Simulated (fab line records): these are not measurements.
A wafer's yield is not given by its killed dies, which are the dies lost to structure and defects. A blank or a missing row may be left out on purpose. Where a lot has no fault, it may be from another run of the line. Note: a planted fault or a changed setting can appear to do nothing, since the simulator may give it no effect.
Matching of chambers / flow gf180mcu / GF_STI_ETCH_13 on rieDiel-01 has 4 sister chambers
The step etches the open film in CHF3/O2, stops on Si, target depth 282.31 nm, time 112.9 s. 7 wafers are shown with their chamber, then 8 later ones without.

## EACH WAFER AND ITS CHAMBER
wafer=L908.6; chamber=0; rfFwdPowerW (W)=595.5; oesProductAu (a.u.)=0.819
wafer=L912.6; chamber=1; rfFwdPowerW (W)=592.0; oesProductAu (a.u.)=0.838
wafer=L914.1; chamber=3; rfFwdPowerW (W)=595.1; oesProductAu (a.u.)=0.820
wafer=L915.3; chamber=3; rfFwdPowerW (W)=595.5; oesProductAu (a.u.)=0.842
wafer=L915.4; chamber=1; rfFwdPowerW (W)=593.4; oesProductAu (a.u.)=0.835
wafer=L915.6; chamber=2; rfFwdPowerW (W)=596.8; oesProductAu (a.u.)=0.841
wafer=L918.2; chamber=2; rfFwdPowerW (W)=596.0; oesProductAu (a.u.)=0.848

## WAFERS WITHOUT THEIR CHAMBER
wafer=L918.5; rfFwdPowerW (W)=600.9; oesProductAu (a.u.)=0.841
wafer=L918.6; rfFwdPowerW (W)=592.6; oesProductAu (a.u.)=0.846
wafer=L920.2; rfFwdPowerW (W)=597.3; oesProductAu (a.u.)=0.840
wafer=L920.4; rfFwdPowerW (W)=595.7; oesProductAu (a.u.)=0.842
wafer=L920.6; rfFwdPowerW (W)=595.5; oesProductAu (a.u.)=0.843
wafer=L921.1; rfFwdPowerW (W)=599.1; oesProductAu (a.u.)=0.832
wafer=L921.4; rfFwdPowerW (W)=599.3; oesProductAu (a.u.)=0.830
wafer=L921.6; rfFwdPowerW (W)=595.8; oesProductAu (a.u.)=0.831

## WHICH CHAMBER EACH WENT THROUGH
wafer=L918.5; from the rows above=can't be placed: 2 or 0 or 3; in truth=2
wafer=L918.6; from the rows above=1; in truth=1
wafer=L920.2; from the rows above=can't be placed: 2 or 3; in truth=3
wafer=L920.4; from the rows above=can't be placed: 2 or 3 or 0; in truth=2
wafer=L920.6; from the rows above=can't be placed: 3 or 2 or 0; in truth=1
wafer=L921.1; from the rows above=can't be placed: 2 or 0 or 3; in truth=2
wafer=L921.4; from the rows above=can't be placed: 2 or 0 or 3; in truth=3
wafer=L921.6; from the rows above=can't be placed: 3 or 0 or 2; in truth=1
Placed correctly: 1 of 8. Unplaceable from these rows: 7, with the true chamber sitting among the candidates in 5. Number placed wrongly: 0.
How it was worked out, from the rows above alone: a wafer's distance from a chamber is the root of the sum, over the readings, of the square of ((its reading less the chamber's mean) divided by the reading's scatter). The wafer belongs to the nearest chamber; if the next one is less than 2 further off, it can't be placed. A chamber's mean is the mean of its shown wafers. How the scatter is found: for the shown wafers, subtract from each reading the mean of its chamber, square and add these, divide the total by (wafers less chambers), then take the root.
